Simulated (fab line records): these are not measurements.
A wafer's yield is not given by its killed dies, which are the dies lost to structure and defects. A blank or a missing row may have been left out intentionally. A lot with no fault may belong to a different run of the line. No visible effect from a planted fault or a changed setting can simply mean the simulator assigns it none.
Which tool is to blame?    flow gf180mcu    Sampling: 12 lots, 36 wafers, 5 of 602 route steps

## WHAT EACH GAUGE READ, for each wafer
GF_V5_THK_MEAS_01.
lot   measured      on             V5_CVD_00_THK (nm)
L890  day 27 08:49  film metro-01  296 303 298
L892  day 28 02:51  film metro-01  305 289 303
L893  day 28 05:28  film metro-02  296 293 300
L901  day 30 16:05  film metro-01  299 298 300
L902  day 30 21:02  film metro-02  301 305 299
L903  day 31 08:58  film metro-01  304 299 304
L904  day 31 14:36  film metro-02  301 300 296
L905  day 31 17:11  film metro-01  304 302 303
L906  day 32 00:25  film metro-01  308 300 310
L907  day 32 06:35  film metro-03  297 298 295
L908  day 32 09:46  film metro-01  304 302 307
L909  day 32 17:37  film metro-02  300 301 298

GF_PASSIVATION_BOW_MEAS_14.
lot   measured      on             PASSIVATION_BOW (um)
L890  day 30 00:34  film metro-03  137 133 146
L892  day 30 15:50  film metro-03  133 134 114
L893  day 30 19:43  film metro-01  145 151 165
L901  day 33 00:04  film metro-03  110 109 113
L902  day 33 05:19  film metro-01  104 86 85
L903  day 33 14:58  film metro-01  118 116 113
L904  day 33 19:53  film metro-01  128 129 119
L905  day 33 23:05  film metro-03  152 147 151
L906  day 34 05:07  film metro-03  136 144 137
L907  day 34 10:25  film metro-01  145 136 135
L908  day 34 13:58  film metro-04  127 139 148
L909  day 34 20:35  film metro-04  150 165 157

## TOOL THAT RAN EACH LOT (tool first, then ch and the chambers of the sampled wafers, then the start)
lot   GF_V3_ETCH_17                                  GF_V5_CMP_26                   GF_PASSIVATION_CVD_00
L890  rie diel-01 ch 2,3, day 27 08:49 or earlier    cmp-01 ch 0,2,3, day 28 06:37  pecvd-03 ch 0,2, day 29 03:19
L892  rie diel-02 ch 0,2, day 28 02:51 or earlier    cmp-01 ch 0,1, day 28 23:50    pecvd-04 ch 0,2, day 29 19:32
L893  rie diel-01 ch 1,2, day 28 05:28 or earlier    cmp-02 ch 2,3, day 29 02:31    pecvd-04 ch 0,1, day 29 23:25
L901  rie diel-04 ch 1,2,3, day 30 16:05 or earlier  cmp-01 ch 0,2,3, day 31 11:36  pecvd-04 ch 0,2, day 32 05:59
L902  rie diel-02 ch 0,2,3, day 30 21:02 or earlier  cmp-01 ch 1,2,3, day 31 16:41  pecvd-04 ch 1,2, day 32 10:56
L903  rie diel-02 ch 0,1,2, day 31 08:58 or earlier  cmp-01 ch 0,1,2, day 32 04:07  pecvd-03 ch 0,1, day 32 20:59
L904  rie diel-02 ch 0,1, day 31 14:36 or earlier    cmp-01 ch 1,2,3, day 32 08:34  pecvd-02 ch 0,1,2, day 33 01:53
L905  rie diel-02 ch 0,1,3, day 31 17:11 or earlier  cmp-01 ch 1,2,3, day 32 12:15  pecvd-03 ch 0,1,2, day 33 05:31
L906  rie diel-04 ch 0,1, day 32 00:25 or earlier    cmp-02 ch 0,2,3, day 32 18:56  pecvd-02 ch 0,1,2, day 33 11:52
L907  rie diel-01 ch 1,3, day 32 06:35 or earlier    cmp-02 ch 0,1, day 33 00:26    pecvd-03 ch 0,1,2, day 33 17:05
L908  rie diel-01 ch 0,1,2, day 32 09:46 or earlier  cmp-01 ch 0,2,3, day 33 03:40  pecvd-03 ch 0,1,2, day 33 20:25
L909  rie diel-04 ch 0,2,3, day 32 17:37 or earlier  cmp-02 ch 0,1, day 33 11:08    pecvd-02 ch 0,1,2, day 34 03:47
- GF_V3_ETCH_17: etches SiO2 in C4F8/O2/Ar, stops on TiN, target depth 635 nm.
- GF_V5_CMP_26: polishes, stops on SiO2, t overpolish 15 s, target thk 0 nm.
- GF_PASSIVATION_CVD_00: deposits SiO2 from TEOS, target thk 1000 nm, time 111.95 s.

## WHAT THE TOOLS THEMSELVES READ (means of the sampled wafers that have a number; where no wafer has one, the mark that the record gives instead)
GF_V3_ETCH_17.
lot   tool         chamber pressure mTorr (mTorr)  oes product au (a.u.)
L890  rie diel-01  40.05                           0.857
L892  rie diel-02  39.99                           0.859
L893  rie diel-01  39.99                           0.852
L901  rie diel-04  40.00                           0.860
L902  rie diel-02  40.06                           0.857
L903  rie diel-02  39.99                           0.857
L904  rie diel-02  39.99                           0.852
L905  rie diel-02  39.95                           0.856
L906  rie diel-04  40.00                           0.851
L907  rie diel-01  40.01                           0.853
L908  rie diel-01  39.98                           0.857
L909  rie diel-04  40.05                           0.853

GF_V5_CMP_26.
lot   tool    motor current A (A)  overpolish run s (s)  retaining ring pressure frac  time to endpoint s (s)
L890  cmp-01  11.3                 14.990                1.003                         78
L892  cmp-01  10.8                 14.994                1.004                         84
L893  cmp-02  11.4                 15.006                1.000                         88
L901  cmp-01  11.6                 15.001                1.000                         85
L902  cmp-01  11.9                 14.999                0.999                         83
L903  cmp-01  11.3                 15.000                0.994                         84
L904  cmp-01  12.2                 15.005                1.000                         91
L905  cmp-01  12.2                 14.996                0.997                         87
L906  cmp-02  11.5                 15.004                1.001                         86
L907  cmp-02  11.1                 14.999                1.000                         89
L908  cmp-01  11.7                 14.998                1.003                         87
L909  cmp-02  11.2                 15.011                0.995                         91

GF_PASSIVATION_CVD_00.
lot   tool      heater power outer w (W)  heater power w (W)
L890  pecvd-03  351                       545
L892  pecvd-04  438                       756
L893  pecvd-04  398                       694
L901  pecvd-04  -                         -
L902  pecvd-04  -                         -
L903  pecvd-03  -                         -
L904  pecvd-02  362                       639
L905  pecvd-03  361                       596
L906  pecvd-02  385                       680
L907  pecvd-03  390                       623
L908  pecvd-03  358                       577
L909  pecvd-02  407                       703

## THE ANSWER, worked out from the rows above alone
Rule: what is usual is taken from the lots themselves. Put in order of their means at a reading, lots are off if they are a third of the lots or fewer, leave a main group of 4 or more, and stand apart from it by a gap of 3 or more times the standard deviation of the main group's means; of several such gaps the widest counts. A main group is skipped when, at the precision printed for the reading in the tables above, its means are all equal. A lot without any number at a reading at which 4 lots or more have one is off too. All remaining lots with rows at the step are treated as sound. First the gauges in route order, then the tools' own readings, where a lot's mean is used as printed above. The first step at which some lot is off is used, and at that step the reading that is off furthest; a lot without a number counts as furthest.
Off, at GF_PASSIVATION_CVD_00 on heater power outer w: L901, L902, L903. Without a number there: L901, L902, L903. The main group has a mean of 383 W with a standard deviation of 27.
A tool fits if, at that step or a process step before it, it ran every lot that is off, and no sound lot after the first of them. With no start given for some of its lots, GF_V3_ETCH_17 uses the hours and lot order of GF_V5_THK_MEAS_01. None of those tried fits.

## WHAT THE SIMULATOR HAD PUT IN
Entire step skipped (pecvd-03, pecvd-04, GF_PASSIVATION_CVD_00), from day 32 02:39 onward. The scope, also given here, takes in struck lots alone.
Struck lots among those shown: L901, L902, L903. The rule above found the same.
